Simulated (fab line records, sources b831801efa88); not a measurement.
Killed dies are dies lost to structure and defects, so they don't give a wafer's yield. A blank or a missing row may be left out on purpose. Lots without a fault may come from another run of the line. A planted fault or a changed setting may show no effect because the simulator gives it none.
fab line records | flow sky130
record lots=5 wafers=15 last_day=49
route steps=708 shown SALICIDE@361 LI_CONTACT@362 LOCAL_INTERCONNECT@387
lots that met no fault: from a run of the same line without faults
start_h: hours from the record's first day to the start of the lot's first wafer shown | wait_h: hours since the lot's step before | " the same as in the row above | L1.1+2: a row that stands for several wafers | - no value, or no start given | * or withheld: withheld | < > ~ a bound
route shown NAME@n: a module of which the file shows steps, and the number in the route of the first | usual: mean/standard deviation of fault-free wafers | same: alike in all rows | chamber/n: place in a boat | sites: the reading at each site | _std_site: their standard deviation | _edge_site: outer sites' mean less inner sites' | radius_mm: how far each site lies from the wafer's centre | mask NAME#n: copy n | behind: the tool/chamber that last shaped the wafer | hold: why the lot was held/for how many hours/how that ended | device: the transistor (n, p or np) that didn't switch | end of line: the same wafers' tests at the end of the route | a step without rows: its recipe alone | killed: dies lost to structure and defects at the first sort, not the wafer's yield | map: a wafer's dies, x killed, . not, _ none there
set.NAME: the setting as run; set.NAME@STEP: as run at that earlier step | model.NAME: the simulator's own value behind a step, which no gauge read
lots at some steps of the route; a table a step, a row a wafer
services: from which hour (start_h, from the record's first day; less than 0 if before it) a tool's chamber was out of use, for how many hours, and why
## steps
# step SKY_SALICIDE_CLEAN_00
# recipe chemistry=HF-last time_s=30 dilution=100:1 dry=ipa_marangoni
# columns lot.wafer tool chamber start_h wait_h
L083.4+5+6 wet_bench-04 3 724.17 0.0
L084.1+2+4 wet_bench-02 1 728.22 0.1
L089.1+2+3 wet_bench-02 2 769.36 0.1
L091.2+3+6 wet_bench-02 0 792.12 0.1
L092.2+3+6 wet_bench-04 1 796.02 0.1
# step SKY_LI_CONTACT_HDPCVD_00
# recipe material=PSG target_thk_nm=930 sigma_open_frac=0.3 time_s=155 temp_c=600 sih4_flow_sccm=60 pressure_mtorr=6
# columns lot.wafer tool chamber start_h wait_h
L083.4+5+6 hdpcvd-02 2,0,1 724.24 0.1
L084.1+2+4 hdpcvd-02 2,0,0 728.24 0.0
L089.1+2+3 hdpcvd-02 1,2,0 769.38 0.0
L091.2+3+6 hdpcvd-02 1,0,2 792.14 0.0
L092.2+3+6 hdpcvd-01 0,1,0 796.04 0.0
# step SKY_LI_CONTACT_THK_MEAS_01
# recipe reads=PSG_of_LI_CONTACT_HDPCVD_00
# usual LI_CONTACT_HDPCVD_THK=931/9.3
# columns lot.wafer tool chamber start_h wait_h LI_CONTACT_HDPCVD_THK[nm]
L083.4 film_metro-02 - 724.32 0.0 926
L083.5 " - " " 934
L083.6 " - " " 921
L084.1 film_metro-03 - 728.34 0.1 920
L084.2 " - " " 934
L084.4 " - " " 925
L089.1 film_metro-02 - 769.48 0.1 951
L089.2 " - " " 940
L089.3 " - " " 924
L091.2 film_metro-03 - 792.25 0.1 926
L091.3 " - " " 926
L091.6 " - " " 934
L092.2 film_metro-02 - 796.15 0.1 935
L092.3 " - " " 938
L092.6 " - " " 930
# step SKY_LI_CONTACT_CMP_02
# recipe material=PSG down_force_psi=4 platen_rpm=60 pad_velocity_m_s=0.94248
# usual motor_current_A=12.2/1.1 time_to_endpoint_s=32.7/2.4
# columns lot.wafer tool chamber start_h wait_h motor_current_A time_to_endpoint_s
L083.4 cmp-02 0 724.40 0.1 10.2 32.7
L083.5 " 3 " " 12.2 32.6
L083.6 " 0 " " 10.1 31.6
L084.1 cmp-01 1 728.45 0.1 12.4 33.6
L084.2 " 2 " " 11.4 34.0
L084.4 " 3 " " 12.7 33.8
L089.1 cmp-01 2 769.54 0.1 11.9 35.2
L089.2 " 0 " " 12.6 34.0
L089.3 " 1 " " 12.2 34.7
L091.3 cmp-01 0 792.40 0.1 12.3 32.4
L091.2 " 1 " " 12.1 35.0
L091.6 " 3 " " 12.2 32.0
L092.3 cmp-01 2 796.29 0.1 11.5 36.5
L092.2 " 3 " " 12.8 36.2
L092.6 " 2 " " 11.6 36.3
# step SKY_LI_CONTACT_BOW_MEAS_03
# recipe mode=bow
# usual LI_CONTACT_BOW=56/7
# columns lot.wafer tool chamber start_h wait_h LI_CONTACT_BOW[um]
L083.4 film_metro-03 - 724.71 0.3 67
L083.5 " - " " 72
L083.6 " - " " 63
L084.1 film_metro-01 - 728.70 0.2 51
L084.2 " - " " 56
L084.4 " - " " 55
L089.1 film_metro-02 - 769.84 0.2 62
L089.2 " - " " 67
L089.3 " - " " 51
L091.2 film_metro-03 - 792.62 0.1 55
L091.3 " - " " 62
L091.6 " - " " 46
L092.2 film_metro-02 - 796.56 0.2 50
L092.3 " - " " 49
L092.6 " - " " 55
# step SKY_LI_CONTACT_DEHYDRATE_04
# recipe temp_c=200 time_s=60
# columns lot.wafer tool chamber start_h wait_h
L083.4+5+6 litho_track-03 0 737.31 12.6
L084.1+2+4 litho_track-01 0 741.42 12.7
L089.1+2+3 litho_track-03 0 782.88 13.0
L091.2+3+6 litho_track-01 0 805.04 12.4
L092.2+3+6 litho_track-03 0 809.91 13.3
# step SKY_LI_CONTACT_HMDS_05
# recipe prime_time_s=60 prime_temp_c=120
# columns lot.wafer tool chamber start_h wait_h
L083.4+5+6 litho_track-03 0 737.46 0.1
L084.1+2+4 litho_track-01 0 741.57 0.1
L089.1+2+3 litho_track-03 0 783.03 0.1
L091.2+3+6 litho_track-01 0 805.19 0.1
L092.2+3+6 litho_track-03 0 810.06 0.1
# step SKY_LI_CONTACT_COAT_06
# recipe resist=BARC temp_c=withheld time_s=withheld spin_rpm=3000 resist_thk_nm=60
# usual spin_speed_rpm=3000.2/1.8
# columns lot.wafer tool chamber start_h wait_h spin_speed_rpm
L083.4 litho_track-03 0 737.61 0.1 3000.2
L083.5 " 0 " " 2999.1
L083.6 " 0 " " 3000.5
L084.1 litho_track-01 0 741.72 0.1 3002.2
L084.2 " 0 " " 2999.6
L084.4 " 0 " " 3000.0
L089.1 litho_track-03 0 783.18 0.1 2999.6
L089.2 " 0 " " 3002.8
L089.3 " 0 " " 3001.9
L091.2 litho_track-01 0 805.34 0.1 2999.4
L091.3 " 0 " " 2996.8
L091.6 " 0 " " 3000.9
L092.2 litho_track-03 0 810.21 0.1 3002.4
L092.3 " 0 " " 3000.3
L092.6 " 0 " " 2998.4
# step SKY_LI_CONTACT_COAT_07
# recipe resist=KrF-thick spin_rpm=3000 resist_thk_nm=450
# usual spin_speed_rpm=3000.0/1.8
# columns lot.wafer tool chamber start_h wait_h spin_speed_rpm
L083.4 litho_track-03 0 - - 3000.6
L083.5 " 0 " " 2995.3
L083.6 " 0 " " 2997.2
L084.1 litho_track-01 0 - - 3000.4
L084.2 " 0 " " 3000.9
L084.4 " 0 " " 3000.3
L089.1 litho_track-03 0 - - 3001.2
L089.2 " 0 " " 2998.3
L089.3 " 0 " " 3001.7
L091.2 litho_track-01 0 - - 3002.6
L091.3 " 0 " " 2999.1
L091.6 " 0 " " 2999.8
L092.2 litho_track-03 0 - - 3002.4
L092.3 " 0 " " 2999.8
L092.6 " 0 " " 2995.5
# step SKY_LI_CONTACT_SOFTBAKE_08
# recipe temp_c=100 time_s=90 resist=KrF-thick
# columns lot.wafer tool chamber start_h wait_h
L083.4+5+6 litho_track-03 0 - -
L084.1+2+4 litho_track-01 0 - -
L089.1+2+3 litho_track-03 0 - -
L091.2+3+6 litho_track-01 0 - -
L092.2+3+6 litho_track-03 0 - -
# step SKY_LI_CONTACT_EXPOSE_09
# recipe mask_id=LICM1 na=0.8 source_shape=annular sigma_inner=0.55 sigma_outer=0.85 target_cd_nm=170 dose_mj=38
# columns lot.wafer tool chamber start_h wait_h mask
L083.4+5+6 krf_scanner-01 0 - - LICM1#0
L084.1+2+4 krf_scanner-01 0 - - LICM1#0
L089.1+2+3 krf_scanner-02 0 - - LICM1#0
L091.2+3+6 krf_scanner-01 0 - - LICM1#0
L092.2+3+6 krf_scanner-02 0 - - LICM1#0
# step SKY_LI_CONTACT_PEB_10
# recipe peb_temp_c=withheld peb_time_s=withheld resist=KrF-thick
# columns lot.wafer tool chamber start_h wait_h
L083.4+5+6 litho_track-01 0 - -
L084.1+2+4 litho_track-03 0 - -
L089.1+2+3 litho_track-01 0 - -
L091.2+3+6 litho_track-01 0 - -
L092.2+3+6 litho_track-01 0 - -
# step SKY_LI_CONTACT_DEVELOP_11
# recipe develop_time_s=60 resist=KrF-thick dev_temp_c=21
# columns lot.wafer tool chamber start_h wait_h
L083.4+5+6 litho_track-01 0 - -
L084.1+2+4 litho_track-03 0 - -
L089.1+2+3 litho_track-01 0 - -
L091.2+3+6 litho_track-01 0 - -
L092.2+3+6 litho_track-01 0 - -
# step SKY_LI_CONTACT_CD_MEAS_12
# recipe target_cd_nm=170
# usual cd_nm=170.1/1.3
# columns lot.wafer tool chamber start_h wait_h cd_nm
L083.4 cd_sem-02 - 752.33 - 169.4
L083.5 " - " " 168.3
L083.6 " - " " 169.4
L084.1 cd_sem-01 - 756.13 - 172.8
L084.2 " - " " 172.3
L084.4 " - " " 171.6
L089.1 cd_sem-01 - 796.69 - 171.9
L089.2 " - " " 172.9
L089.3 " - " " 172.2
L091.2 cd_sem-02 - 818.84 - 168.3
L091.3 " - " " 170.4
L091.6 " - " " 168.4
L092.2 cd_sem-02 - 823.69 - 168.4
L092.3 " - " " 170.1
L092.6 " - " " 170.8
# step SKY_LI_CONTACT_OVL_MEAS_13
# usual LI_CONTACT_OVL=-3/5.1
# columns lot.wafer tool chamber start_h wait_h LI_CONTACT_OVL[nm]
L083.4 overlay-01 - 752.41 0.1 0
L083.5 " - " " 4
L083.6 " - " " 1
L084.1 overlay-02 - 756.25 0.1 1
L084.2 " - " " 1
L084.4 " - " " 2
L089.1 overlay-02 - 796.81 0.1 6
L089.2 " - " " 6
L089.3 " - " " -1
L091.2 overlay-02 - 818.94 0.1 2
L091.3 " - " " -4
L091.6 " - " " 1
L092.2 overlay-02 - 823.79 0.1 -5
L092.3 " - " " -12
L092.6 " - " " -9
# step SKY_LI_CONTACT_ETCH_14
# recipe chemistry=N2/H2 target=BARC ion_energy_ev=200 source_w=500 bias_w=100 pressure_mtorr=30 n2_flow_sccm=100 h2_flow_sccm=200 stop_on=SiO2 time_s=45.9 target_depth_a=600
# usual drypump_motor_current_A=5.9/0.53 oes_product_au=0.855/0.005 throttle_valve_pct=13.225/0.0098
# columns lot.wafer tool chamber start_h wait_h drypump_motor_current_A oes_product_au rf_hours_counter_h throttle_valve_pct
L083.4 rie_diel-02 2 752.42 0.0 5.8 0.852 0 13.225
L083.5 " 1 " " 6.6 0.855 - 13.222
L083.6 " 0 " " 6.2 0.856 - 13.233
L084.1 rie_diel-02 0 756.29 0.0 6.3 0.861 19 13.236
L084.2 " 1 " " 6.6 0.860 6 13.220
L084.4 " 3 " " 6.2 0.859 9 13.224
L089.1 rie_diel-03 1 796.84 0.0 5.0 0.860 18 13.222
L089.2 " 2 " " 6.0 0.852 5 13.208
L089.3 " 3 " " 6.5 0.859 8 13.234
L091.2 rie_diel-02 1 818.97 0.0 6.6 0.849 7 13.210
L091.3 " 0 " " 6.2 0.851 21 13.232
L091.6 " 2 " " 5.9 0.858 - 13.217
L092.2 rie_diel-01 1 823.82 0.0 5.2 0.855 11 13.237
L092.3 " 3 " " 5.0 0.857 18 13.227
L092.6 " 2 " " 5.3 0.860 - 13.221
# step SKY_LI_CONTACT_ETCH_15
# recipe target=PSG chemistry=C4F8/O2/Ar stop_on=Si taper_deg=4.15 mask_material=KrF-thick source_w=1500 bias_w=1200 pressure_mtorr=40 c4f8_flow_sccm=withheld O2_flow_sccm=6 Ar_flow_sccm=300 time_s=withheld target_depth_a=6000
# usual oes_product_au=0.837/0.0044
# columns lot.wafer tool chamber start_h wait_h oes_product_au
L083.4 rie_diel-02 2 752.47 0.0 0.840
L083.5 " 1 " " 0.831
L083.6 " 0 " " 0.831
L084.1 rie_diel-02 0 756.33 0.0 0.839
L084.2 " 1 " " 0.843
L084.4 " 3 " " 0.834
L089.1 rie_diel-03 1 796.89 0.0 0.835
L089.2 " 2 " " 0.837
L089.3 " 3 " " 0.841
L091.2 rie_diel-02 1 819.02 0.0 0.837
L091.3 " 0 " " 0.841
L091.6 " 2 " " 0.836
L092.2 rie_diel-01 1 823.87 0.0 0.833
L092.3 " 3 " " 0.843
L092.6 " 2 " " 0.828
# step SKY_LI_CONTACT_STRIP_16
# recipe chemistry=O2/N2 power_w=1400 pressure_mtorr=1500 platen_temp_c=withheld o2_flow_sccm=3000 n2_flow_sccm=300 overash_fraction=0.5
# usual drypump_motor_current_A=5.67/0.17 oes_product_au=0.375/0.0049 strip_time_to_endpoint_s=3.483/0.027
# columns lot.wafer tool chamber start_h wait_h drypump_motor_current_A oes_product_au rf_hours_counter_h strip_time_to_endpoint_s
L083.4 plasma_asher-03 1 752.59 - 5.36 0.376 - 3.535
L083.5 " 1 " " 5.38 0.370 - 3.505
L083.6 " 0 " " 5.85 0.374 - 3.481
L084.1 plasma_asher-03 0 756.42 - 5.85 0.380 1 3.483
L084.2 " 1 " " 5.35 0.374 1 3.469
L084.4 " 1 " " 5.36 0.374 - 3.497
L089.1 plasma_asher-01 0 796.97 - 5.51 0.373 36 3.535
L089.2 " 1 " " 5.75 0.374 36 3.492
L089.3 " 1 " " 5.73 0.373 - 3.474
L091.2 plasma_asher-01 1 819.10 - 5.74 0.367 38 3.506
L091.3 " 1 " " 5.73 0.374 - 3.478
L091.6 " 1 " " 5.72 0.381 - 3.511
L092.2 plasma_asher-03 1 823.95 - 5.43 0.372 7 3.483
L092.3 " 0 " " 5.86 0.368 - 3.481
L092.6 " 1 " " 5.38 0.376 - 3.460
# step SKY_LI_CONTACT_CLEAN_17
# recipe chemistry=NMP time_s=600 temp_c=60 dry=n2_spin
# columns lot.wafer tool chamber start_h wait_h
L083.4+5+6 wet_bench-03 3 752.65 0.0
L084.1+2+4 wet_bench-04 3 756.52 0.1
L089.1+2+3 wet_bench-04 0 797.07 0.1
L091.2+3+6 wet_bench-03 3 819.20 0.1
L092.2+3+6 wet_bench-03 1 824.05 0.1
# step SKY_LI_CONTACT_PRE_CLEAN_18
# recipe gas=Ar time_s=5.6 bias_v=358
# columns lot.wafer tool chamber start_h wait_h
L083.4+5+6 pvd_sputter-04 - 752.83 0.0
L084.1+2+4 pvd_sputter-04 - 756.71 0.0
L089.1+2+3 pvd_sputter-01 - 797.25 0.0
L091.2+3+6 pvd_sputter-04 - 819.38 0.0
L092.2+3+6 pvd_sputter-02 - 824.23 0.0
# step SKY_LI_CONTACT_SPUTTER_19
# recipe material=Ti target_thk_nm=20 chamber_pressure_pa=5 power_w=2500 substrate_temp_c=200 time_s=106.37
# usual throttle_valve_pct=30.2/0.8
# columns lot.wafer tool chamber start_h wait_h throttle_valve_pct
L083.4 pvd_sputter-04 - 752.85 0.0 30.3
L083.5 " - " " 31.6
L083.6 " - " " 30.4
L084.1 pvd_sputter-04 - 756.73 0.0 29.4
L084.2 " - " " 30.0
L084.4 " - " " 31.4
L089.1 pvd_sputter-01 - 797.27 0.0 30.1
L089.2 " - " " 31.1
L089.3 " - " " 29.7
L091.2 pvd_sputter-04 - 819.40 0.0 29.5
L091.3 " - " " 31.5
L091.6 " - " " 31.6
L092.2 pvd_sputter-02 - 824.25 0.0 29.1
L092.3 " - " " 31.3
L092.6 " - " " 29.3
# step SKY_LI_CONTACT_SPUTTER_20
# recipe material=TiN target_thk_nm=20 chamber_pressure_pa=5 power_w=4000 time_s=80
# usual throttle_valve_pct=30.2/0.83
# columns lot.wafer tool chamber start_h wait_h throttle_valve_pct
L083.4 pvd_sputter-04 - 752.92 0.0 30.4
L083.5 " - " " 31.8
L083.6 " - " " 30.3
L084.1 pvd_sputter-04 - 756.80 0.0 29.3
L084.2 " - " " 30.0
L084.4 " - " " 31.9
L089.1 pvd_sputter-01 - 797.34 0.0 30.2
L089.2 " - " " 30.7
L089.3 " - " " 29.9
L091.2 pvd_sputter-04 - 819.47 0.0 29.2
L091.3 " - " " 31.4
L091.6 " - " " 31.8
L092.2 pvd_sputter-02 - 824.32 0.0 29.1
L092.3 " - " " 31.4
L092.6 " - " " 29.6
# step SKY_LI_CONTACT_CVD_21
# recipe material=W target_thk_nm=400 time_s=120.56 temp_c=400 pressure_torr=40
# usual heater_power_w=824/78
# columns lot.wafer tool chamber start_h wait_h heater_power_w
L083.4 cvd_w-01 1 753.03 0.1 913
L083.5 " 1 " " 930
L083.6 " 0 " " 889
L084.1 cvd_w-01 1 756.86 0.0 902
L084.2 " 0 " " 865
L084.4 " 0 " " 867
L089.1 cvd_w-02 1 797.40 0.0 756
L089.2 " 0 " " 717
L089.3 " 0 " " 709
L091.2 cvd_w-02 0 819.53 0.0 699
L091.3 " 0 " " 716
L091.6 " 1 " " 763
L092.2 cvd_w-01 1 824.38 0.0 908
L092.3 " 1 " " 896
L092.6 " 1 " " 876
# step SKY_LI_CONTACT_RS_MEAS_22
# recipe thk_meas_gauge=four-point-probe reads=W_of_LI_CONTACT_CVD_21+TiN_of_LI_CONTACT_SPUTTER_20+Ti_of_LI_CONTACT_SPUTTER_19
# usual LI_CONTACT_W_RS=0.2865/0.0029
# columns lot.wafer tool chamber start_h wait_h LI_CONTACT_W_RS[ohm/sq]
L083.4 film_metro-02 - 753.17 0.1 0.2833
L083.5 " - " " 0.2845
L083.6 " - " " 0.2856
L084.1 film_metro-03 - 756.99 0.1 0.2848
L084.2 " - " " 0.2878
L084.4 " - " " 0.2851
L089.1 film_metro-01 - 797.53 0.1 0.2891
L089.2 " - " " 0.2876
L089.3 " - " " 0.2879
L091.2 film_metro-01 - 819.68 0.1 0.2860
L091.3 " - " " 0.2901
L091.6 " - " " 0.2831
L092.2 film_metro-01 - 824.53 0.1 0.2855
L092.3 " - " " 0.2794
L092.6 " - " " 0.2814
# step SKY_LI_CONTACT_THK_MEAS_23
# recipe thk_meas_gauge=xrf reads=W_of_LI_CONTACT_CVD_21
# usual LI_CONTACT_W_THK=395/6.8
# columns lot.wafer tool chamber start_h wait_h LI_CONTACT_W_THK[nm]
L083.4 film_metro-02 - 753.26 0.1 408
L083.5 " - " " 407
L083.6 " - " " 403
L084.1 film_metro-03 - 757.11 0.1 398
L084.2 " - " " 390
L084.4 " - " " 396
L089.1 film_metro-01 - 797.65 0.1 382
L089.2 " - " " 386
L089.3 " - " " 387
L091.2 film_metro-01 - 819.79 0.1 391
L091.3 " - " " 387
L091.6 " - " " 394
L092.2 film_metro-01 - 824.64 0.1 393
L092.3 " - " " 401
L092.6 " - " " 396
# step SKY_LI_CONTACT_CMP_24
# recipe stop_on=PSG t_overpolish_s=20 down_force_psi=3.5 platen_rpm=60 target_thk_nm=0 pad_velocity_m_s=0.94248
# usual motor_current_A=11.3/1 overpolish_run_s=20.001/0.0088 time_to_endpoint_s=96/3.2
# columns lot.wafer tool chamber start_h wait_h motor_current_A overpolish_run_s time_to_endpoint_s
L083.4 cmp-01 3 753.44 0.2 11.7 20.007 99
L083.6 " 0 " " 11.3 19.999 96
L083.5 " 1 " " 11.6 19.986 100
L084.1 cmp-02 1 757.22 0.1 13.3 19.995 92
L084.4 " 2 " " 12.5 20.012 91
L084.2 " 3 " " 10.0 20.001 93
L089.1 cmp-02 3 797.71 0.1 11.1 19.994 94
L089.2 " 0 " " 9.3 19.995 96
L089.3 " 2 " " 13.5 19.998 95
L091.2 cmp-02 2 819.84 0.0 11.4 19.979 91
L091.3 " 3 " " 10.7 20.010 94
L091.6 " 2 " " 12.2 20.010 95
L092.2 cmp-01 2 824.79 0.1 10.6 20.000 96
L092.3 " 3 " " 11.4 19.997 99
L092.6 " 1 " " 10.6 19.988 101
# step SKY_LOCAL_INTERCONNECT_SPUTTER_00
# recipe material=TiN target_thk_nm=100 temp_c=300 power_w=6500 time_s=83.3 chamber_pressure_pa=0.4
# usual throttle_valve_pct=30.2/0.68
# columns lot.wafer tool chamber start_h wait_h throttle_valve_pct
L083.4 pvd_sputter-01 - 753.59 0.1 31.0
L083.5 " - " " 30.7
L083.6 " - " " 30.0
L084.1 pvd_sputter-03 - 757.47 0.2 29.7
L084.2 " - " " 30.2
L084.4 " - " " 30.3
L089.1 pvd_sputter-03 - 798.01 0.2 30.2
L089.2 " - " " 29.7
L089.3 " - " " 30.1
L091.2 pvd_sputter-01 - 820.14 0.2 30.0
L091.3 " - " " 31.0
L091.6 " - " " 29.8
L092.2 pvd_sputter-03 - 824.99 0.1 29.7
L092.3 " - " " 30.3
L092.6 " - " " 30.0
# step SKY_LOCAL_INTERCONNECT_RS_MEAS_01
# recipe thk_meas_gauge=four-point-probe reads=TiN_of_LOCAL_INTERCONNECT_SPUTTER_00
# usual LOCAL_INTERCONNECT_TIN_RS=14.15/0.13
# columns lot.wafer tool chamber start_h wait_h LOCAL_INTERCONNECT_TIN_RS[ohm/sq]
L083.4 film_metro-04 - 753.71 0.1 14.31
L083.5 " - " " 14.47
L083.6 " - " " 14.39
L084.1 film_metro-04 - 757.53 0.0 14.20
L084.2 " - " " 14.10
L084.4 " - " " 14.28
L089.1 film_metro-04 - 798.11 0.1 14.31
L089.2 " - " " 14.07
L089.3 " - " " 14.19
L091.2 film_metro-01 - 820.22 0.1 14.22
L091.3 " - " " 14.31
L091.6 " - " " 14.39
L092.2 film_metro-04 - 825.07 0.1 14.15
L092.3 " - " " 14.08
L092.6 " - " " 14.35
# step SKY_LOCAL_INTERCONNECT_THK_MEAS_02
# recipe thk_meas_gauge=xrf reads=TiN_of_LOCAL_INTERCONNECT_SPUTTER_00
# usual LOCAL_INTERCONNECT_TIN_THK=99.6/0.96
# columns lot.wafer tool chamber start_h wait_h LOCAL_INTERCONNECT_TIN_THK[nm]
L083.4 film_metro-04 - 753.80 0.1 98.3
L083.5 " - " " 98.0
L083.6 " - " " 97.9
L084.1 film_metro-04 - 757.65 0.1 99.4
L084.2 " - " " 99.8
L084.4 " - " " 98.8
L089.1 film_metro-04 - 798.23 0.1 99.3
L089.2 " - " " 100.4
L089.3 " - " " 99.5
L091.2 film_metro-01 - 820.33 0.1 98.9
L091.3 " - " " 98.2
L091.6 " - " " 97.6
L092.2 film_metro-04 - 825.18 0.1 99.4
L092.3 " - " " 100.3
L092.6 " - " " 98.5
# step SKY_LOCAL_INTERCONNECT_DEHYDRATE_03
# recipe temp_c=200 time_s=60
# columns lot.wafer tool chamber start_h wait_h
L083.4+5+6 litho_track-01 0 765.74 11.9
L084.1+2+4 litho_track-01 0 770.72 13.1
L089.1+2+3 litho_track-01 0 810.77 12.5
L091.2+3+6 litho_track-02 0 832.34 12.0
L092.2+3+6 litho_track-01 0 837.64 12.5
# step SKY_LOCAL_INTERCONNECT_HMDS_04
# recipe prime_time_s=60 prime_temp_c=120
# columns lot.wafer tool chamber start_h wait_h
L083.4+5+6 litho_track-01 0 765.89 0.1
L084.1+2+4 litho_track-01 0 770.87 0.1
L089.1+2+3 litho_track-01 0 810.92 0.1
L091.2+3+6 litho_track-02 0 832.49 0.1
L092.2+3+6 litho_track-01 0 837.79 0.1
# step SKY_LOCAL_INTERCONNECT_COAT_05
# recipe resist=BARC temp_c=withheld time_s=withheld spin_rpm=3000 resist_thk_nm=60
# usual spin_speed_rpm=2999.9/1.8
# columns lot.wafer tool chamber start_h wait_h spin_speed_rpm
L083.4 litho_track-01 0 766.04 0.1 3002.4
L083.5 " 0 " " 3001.1
L083.6 " 0 " " 2999.6
L084.1 litho_track-01 0 771.02 0.1 3000.5
L084.2 " 0 " " 3001.2
L084.4 " 0 " " 2999.7
L089.1 litho_track-01 0 811.07 0.1 3001.3
L089.2 " 0 " " 2998.8
L089.3 " 0 " " 3000.2
L091.2 litho_track-02 0 832.64 0.1 2997.4
L091.3 " 0 " " 2997.9
L091.6 " 0 " " 2997.5
L092.2 litho_track-01 0 837.94 0.1 3001.5
L092.3 " 0 " " 3002.2
L092.6 " 0 " " 2999.1
# step SKY_LOCAL_INTERCONNECT_COAT_06
# recipe resist=KrF-thick spin_rpm=3000 resist_thk_nm=450
# usual spin_speed_rpm=3000.2/1.8
# columns lot.wafer tool chamber start_h wait_h spin_speed_rpm
L083.4 litho_track-01 0 - - 2999.0
L083.5 " 0 " " 2999.8
L083.6 " 0 " " 3001.3
L084.1 litho_track-01 0 - - 3002.5
L084.2 " 0 " " 3001.4
L084.4 " 0 " " 3001.2
L089.1 litho_track-01 0 - - 2999.5
L089.2 " 0 " " 3000.8
L089.3 " 0 " " 2999.8
L091.2 litho_track-02 0 - - 2997.4
L091.3 " 0 " " 2998.7
L091.6 " 0 " " 3000.3
L092.2 litho_track-01 0 - - 3001.0
L092.3 " 0 " " 3002.0
L092.6 " 0 " " 3000.4
# step SKY_LOCAL_INTERCONNECT_SOFTBAKE_07
# recipe temp_c=100 time_s=90 resist=KrF-thick
# columns lot.wafer tool chamber start_h wait_h
L083.4+5+6 litho_track-01 0 - -
L084.1+2+4 litho_track-01 0 - -
L089.1+2+3 litho_track-01 0 - -
L091.2+3+6 litho_track-02 0 - -
L092.2+3+6 litho_track-01 0 - -
# step SKY_LOCAL_INTERCONNECT_EXPOSE_08
# recipe mask_id=LI1M na=0.8 source_shape=annular sigma_inner=0.55 sigma_outer=0.85 target_cd_nm=170 dose_mj=28
# columns lot.wafer tool chamber start_h wait_h mask
L083.4+5+6 krf_scanner-01 0 - - LI1M#0
L084.1+2+4 krf_scanner-02 0 - - LI1M#0
L089.1+2+3 krf_scanner-02 0 - - LI1M#0
L091.2+3+6 krf_scanner-02 0 - - LI1M#0
L092.2+3+6 krf_scanner-01 0 - - LI1M#0
# step SKY_LOCAL_INTERCONNECT_PEB_09
# recipe peb_temp_c=withheld peb_time_s=withheld resist=KrF-thick
# columns lot.wafer tool chamber start_h wait_h
L083.4+5+6 litho_track-02 0 - -
L084.1+2+4 litho_track-01 0 - -
L089.1+2+3 litho_track-04 0 - -
L091.2+3+6 litho_track-04 0 - -
L092.2+3+6 litho_track-01 0 - -
# step SKY_LOCAL_INTERCONNECT_DEVELOP_10
# recipe develop_time_s=60 resist=KrF-thick dev_temp_c=21
# columns lot.wafer tool chamber start_h wait_h
L083.4+5+6 litho_track-02 0 - -
L084.1+2+4 litho_track-01 0 - -
L089.1+2+3 litho_track-04 0 - -
L091.2+3+6 litho_track-04 0 - -
L092.2+3+6 litho_track-01 0 - -
# step SKY_LOCAL_INTERCONNECT_CD_MEAS_11
# recipe target_cd_nm=170
# usual cd_nm=170.4/1.6
# columns lot.wafer tool chamber start_h wait_h cd_nm
L083.4 cd_sem-01 - 780.63 - 171.6
L083.5 " - " " 170.0
L083.6 " - " " 171.1
L084.1 cd_sem-01 - 786.32 - 170.8
L084.2 " - " " 172.3
L084.4 " - " " 171.2
L089.1 cd_sem-02 - 824.72 - 169.9
L089.2 " - " " 170.2
L089.3 " - " " 169.6
L091.2 cd_sem-01 - 845.64 - 172.6
L091.3 " - " " 172.8
L091.6 " - " " 172.0
L092.2 cd_sem-02 - 851.14 - 171.0
L092.3 " - " " 169.5
L092.6 " - " " 170.4
# step SKY_LOCAL_INTERCONNECT_OVL_MEAS_12
# usual LOCAL_INTERCONNECT_OVL=-2/6.2
# columns lot.wafer tool chamber start_h wait_h LOCAL_INTERCONNECT_OVL[nm]
L083.4 overlay-01 - 780.71 0.1 -1
L083.5 " - " " 1
L083.6 " - " " -6
L084.1 overlay-01 - 786.44 0.1 -9
L084.2 " - " " -4
L084.4 " - " " -11
L089.1 overlay-01 - 824.84 0.1 -6
L089.2 " - " " 2
L089.3 " - " " -3
L091.2 overlay-02 - 845.75 0.1 -8
L091.3 " - " " -12
L091.6 " - " " -10
L092.2 overlay-01 - 851.25 0.1 -5
L092.3 " - " " -4
L092.6 " - " " -4
# step SKY_LOCAL_INTERCONNECT_ETCH_13
# recipe chemistry=N2/H2 target=BARC ion_energy_ev=200 bias_w=100 pressure_mtorr=30 n2_flow_sccm=100 h2_flow_sccm=200 icp_w=500 stop_on=SiO2 time_s=45.9 target_depth_a=600
# usual drypump_motor_current_A=5.7/0.42 oes_product_au=0.854/0.005 throttle_valve_pct=13.225/0.0083
# columns lot.wafer tool chamber start_h wait_h drypump_motor_current_A oes_product_au rf_hours_counter_h throttle_valve_pct
L083.4 rie_metal-03 0 780.75 0.0 5.5 0.854 - 13.210
L083.5 " 1 " " 5.7 0.856 - 13.218
L083.6 " 0 " " 5.5 0.858 - 13.225
L084.1 rie_metal-02 0 786.47 0.0 6.4 0.850 10 13.231
L084.2 " 1 " " 5.2 0.856 12 13.223
L084.4 " 1 " " 5.2 0.857 - 13.232
L089.1 rie_metal-01 0 824.88 0.0 5.3 0.846 6 13.235
L089.2 " 1 " " 5.7 0.843 12 13.236
L089.3 " 0 " " 5.2 0.838 - 13.226
L091.2 rie_metal-01 0 845.78 0.0 5.3 0.850 7 13.243
L091.3 " 1 " " 5.7 0.857 - 13.230
L091.6 " 0 " " 5.3 0.857 - 13.238
L092.2 rie_metal-03 1 851.28 0.0 5.7 0.847 0 13.228
L092.3 " 1 " " 5.7 0.857 - 13.227
L092.6 " 0 " " 5.5 0.847 - 13.222
## services
# columns tool chamber start_h hours kind
cmp-02 - 706.75 5.2 repair
cmp-02 - 707.29 1.0 repair
cmp-01 - 712.02 1.1 repair
cmp-02 - 712.35 2.3 repair
krf_scanner-01 - 714.41 1.0 pm
pvd_sputter-01 - 715.45 3.6 repair
krf_scanner-01 - 723.21 1.3 pm
rie_diel-02 0 725.64 8.3 repair
rie_diel-02 2 728.48 14.6 repair
krf_scanner-02 - 733.56 3.6 pm
rie_diel-02 1 735.44 3.3 repair
cmp-01 - 764.36 0.8 repair
pvd_sputter-04 - 770.27 6.0 repair
krf_scanner-02 - 771.61 1.3 pm
cmp-01 - 784.77 2.9 repair
pvd_sputter-04 - 791.63 6.7 repair
krf_scanner-01 - 812.38 0.8 pm
cmp-01 - 814.40 0.8 repair
pvd_sputter-04 - 822.06 1.9 repair
pvd_sputter-04 - 825.36 3.1 repair
cmp-01 - 826.95 4.8 pm
rie_diel-02 0 836.78 28.9 repair
rie_diel-02 - 842.66 2.6 repair
cmp-01 - 848.47 1.1 repair
## key
fault none
